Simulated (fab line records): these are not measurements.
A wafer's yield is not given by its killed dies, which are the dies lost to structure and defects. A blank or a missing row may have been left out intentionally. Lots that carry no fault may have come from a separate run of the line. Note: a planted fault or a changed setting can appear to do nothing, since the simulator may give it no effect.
Matching of chambers    flow gf180mcu    GF_POLY_GATE_ETCH_13 on rie si-02: 4 sister chambers
The step etches poly-Si in HBr/Cl2, stops on SiO2, target depth 198.5 nm, time 69.6 s. 4 wafers are shown with their chamber, then 9 later ones without.

WAFERS PAIRED WITH THEIR CHAMBERS
wafer   chamber  drypump motor current A (A)
L088.3  0        5.7
L091.2  1        5.2
L091.4  2        5.0
L091.6  3        5.0

WAFERS WHOSE CHAMBER IS MISSING
wafer   drypump motor current A (A)
L092.2  5.0
L092.4  5.7
L092.6  5.0
L093.1  5.7
L093.4  5.0
L093.6  5.1
L095.4  5.0
L095.5  5.0
L095.6  5.0

THE CHAMBER EACH PASSED THROUGH
wafer   from the rows above           in truth
L092.2  can't be placed: 2 or 3       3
L092.4  0                             0
L092.6  can't be placed: 2 or 3       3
L093.1  0                             0
L093.4  can't be placed: 2 or 3       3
L093.6  can't be placed: 2 or 3 or 1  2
L095.4  can't be placed: 2 or 3       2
L095.5  can't be placed: 2 or 3       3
L095.6  can't be placed: 2 or 3       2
Placed correctly: 2 of 9. From these rows, 7 cannot be placed; in 7 the true chamber is one of the candidates. 0 placed wrongly.
How it was worked out, from the rows above alone: a wafer's distance from a chamber is the root of the sum, over the readings, of the square of ((its reading less the chamber's mean) divided by the reading's scatter). If the next closest chamber is less than 2 further off than the closest, the wafer can't be placed; otherwise it belongs to the closest. Each chamber's mean is taken over the wafers shown for it. The scatter (one wafer shown for each chamber): square how far every hidden wafer sits from the nearest shown wafer, average those squares and take the square root.
